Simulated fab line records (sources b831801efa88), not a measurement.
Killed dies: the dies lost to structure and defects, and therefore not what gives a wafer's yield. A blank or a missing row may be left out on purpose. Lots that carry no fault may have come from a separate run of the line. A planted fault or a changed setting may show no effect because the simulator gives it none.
Which of the tools did it? ; flow gf180mcu ; 21 wafers from 7 lots sampled at 2 of the route's 602 steps

== WHAT THE GAUGES READ, wafer by wafer ==
GF_V3_CD_MEAS_14: target cd 260 nm.
lot;measured;on;cd nm (nm)
L138;day 22 18:12;cd sem-02;260.7 260.1 261.0
L143;day 24 14:46;cd sem-01;259.2 258.9 259.8
L145;day 25 14:42;cd sem-02;260.6 260.5 260.8
L147;day 25 23:07;cd sem-02;258.1 258.0 258.5
L149;day 26 17:36;cd sem-01;258.1 259.5 258.1
L152;day 27 15:01;cd sem-02;259.2 260.5 259.9
L158;day 29 04:21;cd sem-02;326.1 326.6 325.1

== WHICH TOOL RAN EACH LOT (tool, then ch and the chambers of the sampled wafers, then the start) ==
lot;GF_V3_SOFTBAKE_10
L138;litho track-01 ch 0, day 22 06:00
L143;litho track-01 ch 0, day 24 03:00
L145;litho track-01 ch 0, day 25 03:00
L147;litho track-02 ch 0, day 25 13:00
L149;litho track-02 ch 0, day 26 07:00
L152;litho track-03 ch 0, day 27 05:00
L158;litho track-02 ch 0, day 28 17:00
- GF_V3_SOFTBAKE_10: time 60 s.

== THE ANSWER, worked out from the rows above alone ==
Rule: the lots themselves supply what counts as usual. Put in order of their means at a reading, lots are off if they are a third of the lots or fewer, leave a main group of 4 or more, and stand apart from it by a gap of 3 or more times the standard deviation of the main group's means; of several such gaps the widest counts. A main group is skipped when, at the precision printed for the reading in the tables above, its means are all equal. A lot without any number at a reading at which 4 lots or more have one is off too. Any other lot the step has rows for is counted as sound.
Off: L158 (GF_V3_CD_MEAS_14, cd nm). Main group: mean 259.5 nm, sd 0.93.
A tool fits if, at a process step before that reading, it ran every lot that is off, and no sound lot after the first of them. Gauges at GF_V3_CD_MEAS_14: tried the same way as those tools. Can't be told from this: 2 tools fit, litho track-02 at GF_V3_SOFTBAKE_10, cd sem-02 at GF_V3_CD_MEAS_14.

== WHAT HAD BEEN PUT IN BY THE SIMULATOR ==
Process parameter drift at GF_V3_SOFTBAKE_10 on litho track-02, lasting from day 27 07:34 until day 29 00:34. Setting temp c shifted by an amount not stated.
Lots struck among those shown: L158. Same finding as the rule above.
